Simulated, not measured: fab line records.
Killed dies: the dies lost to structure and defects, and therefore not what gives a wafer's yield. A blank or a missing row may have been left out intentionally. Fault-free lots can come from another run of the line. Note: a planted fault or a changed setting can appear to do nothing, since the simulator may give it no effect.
Which tool was responsible? + flow sky130 + 14 lots with 42 wafers sampled at 2 steps, on a route of 708 steps

== WHAT THE GAUGES SHOWED, per wafer ==
SKY_NWELL_OVL_MEAS_10.
| lot  | measured     | on         | NWELL_00_OVL (nm) |
|------|--------------|------------|-------------------|
| L864 | day 4 13:07  | overlay-02 | 0.0 -0.7 -0.9     |
| L865 | day 4 20:03  | overlay-01 | -1.2 -0.4 -2.3    |
| L877 | day 7 13:26  | overlay-01 | -0.6 -0.2 -2.8    |
| L880 | day 9 00:15  | overlay-02 | 1.8 0.0 -1.2      |
| L881 | day 8 23:55  | overlay-01 | 0.2 -1.1 0.0      |
| L882 | day 9 11:05  | overlay-02 | -0.6 2.4 -0.2     |
| L883 | day 9 11:50  | overlay-01 | 1.0 2.2 -0.5      |
| L884 | day 9 22:51  | overlay-02 | -1.1 -2.3 -1.3    |
| L885 | day 9 22:31  | overlay-01 | -0.4 0.6 -1.4     |
| L886 | day 10 01:04 | overlay-02 | 2.1 0.0 0.8       |
| L887 | day 11 13:31 | overlay-01 | -1.8 -1.6 -3.0    |

== TOOL THAT RAN EACH LOT (tool first, then ch and the chambers of the sampled wafers, then the start) ==
| lot  | SKY_FIELD_ISO_WET_ETCH_21      |
|------|--------------------------------|
| L864 | wet-bench-02 ch 2, day 2 05:14 |
| L865 | wet-bench-02 ch 3, day 2 10:43 |
| L866 | wet-bench-04 ch 3, day 2 15:31 |
| L867 | wet-bench-01 ch 2, day 2 22:11 |
| L868 | wet-bench-02 ch 2, day 3 04:50 |
| L877 | wet-bench-04 ch 1, day 5 00:04 |
| L880 | wet-bench-04 ch 1, day 5 19:22 |
| L881 | wet-bench-01 ch 0, day 5 23:53 |
| L882 | wet-bench-02 ch 0, day 6 04:28 |
| L883 | wet-bench-04 ch 3, day 6 07:52 |
| L884 | wet-bench-04 ch 2, day 6 13:05 |
| L885 | wet-bench-02 ch 1, day 6 17:49 |
| L886 | wet-bench-02 ch 2, day 7 00:43 |
| L887 | wet-bench-04 ch 1, day 8 13:25 |
- SKY_FIELD_ISO_WET_ETCH_21: etches SiO2 in dHF, target depth 20 nm, time 400 s.

== WHAT THE TOOLS THEMSELVES READ (means of the sampled wafers that have a number; where no wafer has one, the mark that the record gives instead) ==
SKY_FIELD_ISO_WET_ETCH_21.
| lot  | tool         | bath-heat-duty-pct (%) | run-length-s (s) |
|------|--------------|------------------------|------------------|
| L864 | wet-bench-02 | 5.4                    | 427              |
| L865 | wet-bench-02 | 6.3                    | 426              |
| L866 | wet-bench-04 | -                      | -                |
| L867 | wet-bench-01 | -                      | -                |
| L868 | wet-bench-02 | -                      | -                |
| L877 | wet-bench-04 | 5.9                    | 424              |
| L880 | wet-bench-04 | 5.6                    | 424              |
| L881 | wet-bench-01 | 6.0                    | 426              |
| L882 | wet-bench-02 | 7.8                    | 427              |
| L883 | wet-bench-04 | 6.7                    | 434              |
| L884 | wet-bench-04 | 5.8                    | 426              |
| L885 | wet-bench-02 | 6.6                    | 427              |
| L886 | wet-bench-02 | 5.3                    | 426              |
| L887 | wet-bench-04 | 6.0                    | 423              |

== THE ANSWER, worked out from the rows above alone ==
Rule: usual is defined by the lots themselves. The widest of any qualifying gaps counts: lots, ordered by their means at a reading, are off when they make up no more than a third of the lots, leave a main group of 4 or more, and stand apart from it by 3 or more times the standard deviation of that group's means. Not used: any main group whose means are identical at the precision the tables above print for the reading. Also off: a lot with no number at a reading for which 4 or more lots have one. Where the step has rows for the other lots, those lots are counted as sound. After the gauges, taken in route order, come the tools' own readings; for these a lot's mean is taken, as printed above. The first step at which some lot is off is used, and at that step the reading that is off furthest; a lot without a number counts as furthest.
Off: L866, L867, L868 (SKY_FIELD_ISO_WET_ETCH_21, bath-heat-duty-pct). Without a number there: L866, L867, L868. The main group has a mean of 6.1 % with a standard deviation of 0.68.
If a tool, at that step or one of the process steps before it, ran each lot that is off and ran no sound lot following the first of them, it fits. No candidate that was tried fits.

== WHAT HAD BEEN PUT IN BY THE SIMULATOR ==
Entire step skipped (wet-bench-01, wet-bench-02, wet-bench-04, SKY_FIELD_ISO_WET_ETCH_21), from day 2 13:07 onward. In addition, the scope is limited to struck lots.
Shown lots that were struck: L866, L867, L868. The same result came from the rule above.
